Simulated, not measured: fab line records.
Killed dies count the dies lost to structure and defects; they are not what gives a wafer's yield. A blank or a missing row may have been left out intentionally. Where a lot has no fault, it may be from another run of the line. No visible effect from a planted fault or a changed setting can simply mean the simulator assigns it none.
Matching of chambers / flow gf180mcu / GF_V3_CMP_26 on cmp-02: 4 sister chambers
The step polishes, stops on SiO2, t overpolish 15 s, target thk 0 nm. 4 wafers are shown with their chamber, then 12 later ones without.

WAFERS PAIRED WITH THEIR CHAMBERS
wafer=L087.1; chamber=1; motor_current_A (A)=9.3
wafer=L088.2; chamber=3; motor_current_A (A)=11.5
wafer=L088.4; chamber=0; motor_current_A (A)=10.4
wafer=L088.5; chamber=2; motor_current_A (A)=12.3

WAFERS WHOSE CHAMBER IS MISSING
wafer=L089.1; motor_current_A (A)=9.1
wafer=L089.2; motor_current_A (A)=12.7
wafer=L089.4; motor_current_A (A)=10.2
wafer=L094.1; motor_current_A (A)=12.1
wafer=L094.5; motor_current_A (A)=12.7
wafer=L094.6; motor_current_A (A)=12.1
wafer=L095.1; motor_current_A (A)=12.6
wafer=L095.2; motor_current_A (A)=10.1
wafer=L095.4; motor_current_A (A)=8.8
wafer=L096.1; motor_current_A (A)=12.3
wafer=L096.3; motor_current_A (A)=9.5
wafer=L096.6; motor_current_A (A)=12.2

WHICH CHAMBER EACH ONE RAN IN
wafer=L089.1; from the rows above=1; in truth=1
wafer=L089.2; from the rows above=2; in truth=2
wafer=L089.4; from the rows above=0; in truth=0
wafer=L094.1; from the rows above=can't be placed: 2 or 3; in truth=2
wafer=L094.5; from the rows above=2; in truth=2
wafer=L094.6; from the rows above=can't be placed: 2 or 3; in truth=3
wafer=L095.1; from the rows above=2; in truth=2
wafer=L095.2; from the rows above=can't be placed: 0 or 1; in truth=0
wafer=L095.4; from the rows above=1; in truth=1
wafer=L096.1; from the rows above=2; in truth=2
wafer=L096.3; from the rows above=1; in truth=1
wafer=L096.6; from the rows above=2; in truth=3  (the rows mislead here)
8 of 12 placed correctly. These rows do not allow placing 3 (true chamber among the candidates in 3). Wrongly placed: 1.
How it was worked out, from the rows above alone: a wafer's distance from a chamber is the root of the sum, over the readings, of the square of ((its reading less the chamber's mean) divided by the reading's scatter). If the next closest chamber is less than 2 further off than the closest, the wafer can't be placed; otherwise it belongs to the closest. The mean given for a chamber averages the wafers shown for that chamber. The scatter: root of mean squared gap, hidden wafer to nearest shown wafer, with one shown wafer a chamber.
